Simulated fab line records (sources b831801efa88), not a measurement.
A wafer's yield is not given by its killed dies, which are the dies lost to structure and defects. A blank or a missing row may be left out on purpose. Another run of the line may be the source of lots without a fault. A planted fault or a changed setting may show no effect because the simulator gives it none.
Problem report in the 8D (eight disciplines) form, filled by code -- flow sky130 -- the parts of the form that need people (team, actions taken, sign-off) are left out

1. WHAT WENT WRONG
LI_CONTACT_W_RS at SKY_LI_CONTACT_RS_MEAS_22 reads a mean of 0.246 ohm/sq on 3 wafers of 3 lots; wafers without a fault read 0.286 ohm/sq with a standard deviation of 0.0044. That is -9.0 standard deviations from the usual mean.
The step: measures by four-point-probe.
First observed at day 31 04:52: wafer L246.4, on filmMetro-01. Wafers with a number at this step in the record: 31, from 12 lots. Rule for "out" (also "out of limits"): further than 4 standard deviations from the usual mean. The rest of the wafers with a number are treated as sound.

2. WHAT IT IS AND WHAT IT IS NOT
question,is,is not
which readings at this step,LI_CONTACT_W_RS,-
which lots,"L246, L248, L249","L243, L254, L257, L260, L261, L262, L263, L264, L265"
which wafers of those lots,"L246.4, L248.4, L249.4",L246.5
read on which gauges,"filmMetro-01, filmMetro-02",-
when,from day 31 04:52,"up to then (4 sound wafers); but 24 sound wafers of L254, L257, L260, L261, L262, L263, L264, L265 came after"

3. SUSPECTS, AND WHAT RULES EACH OUT
Counting: a tool at a process step up to the reading stays a suspect if it ran every lot that is out. Sound lots after the first of them don't rule it out here, since some wafers of a struck lot are sound.
- ruled out: the gauge at SKY_LI_CONTACT_RS_MEAS_22. Those wafers that are out were read across 2 gauges (filmMetro-01, filmMetro-02).
- cvdW-01 at SKY_LI_CONTACT_CVD_21 (deposits W, target thk 400 nm, time 120.56 s): kept. Ran every lot that is out, first one L246 (day 31 04:43); last sound lot up to then L243 (day 29 16:08).
Remaining after the count: cvdW-01 at SKY_LI_CONTACT_CVD_21.

4. THE CAUSE (what the simulator had put in)
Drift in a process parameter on cvdW-01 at SKY_LI_CONTACT_CVD_21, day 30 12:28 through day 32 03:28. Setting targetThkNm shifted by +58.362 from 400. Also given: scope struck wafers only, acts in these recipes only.
This tool alone remained once counting was done.

5. SEQUENCE OF EFFECTS, ordered by route
One row per reading whose mean, taken over the struck wafers that have a number, lies over 3 standard deviations from the usual. Scope: only readings with a usual standard deviation given in the record; hours: median across lots of the time from each lot's start at the first step in this table that gives one to its start at this step; sigmas: change in usual standard deviations.
hours,step,reading,usual,on struck wafers,change,sigmas
0,SKY_LI_CONTACT_RS_MEAS_22,LI_CONTACT_W_RS,0.286 ohm/sq,0.246,-0.040,-9.0
5,SKY_LI_CONTACT_THK_MEAS_23,LI_CONTACT_W_THK,403 nm,470,+67,+8.7
10,SKY_LI_CONTACT_CMP_24,timeToEndpointS,95 s,115,+20,+5.3
Here are the process steps it includes:
- SKY_LI_CONTACT_CMP_24: polishes, stops on PSG, t overpolish 20 s, target thk 0 nm.

6. HOW IT WOULD HAVE BEEN CAUGHT EARLIER
16 hours passed between the start of the fault at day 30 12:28 and the first reading out of limits at a measuring or inspecting step in this record, taken at day 31 04:52.
An alarm limit of 4 standard deviations would not have fired on the tool readings at SKY_LI_CONTACT_CVD_21 for which the record gives a usual standard deviation, since none of them was out on any struck wafer.
Among the 3 lots that are out, L249, L248 began SKY_LI_CONTACT_CVD_21 on cvdW-01 after day 31 04:52. A hold on the tool at that time would have spared those 2.
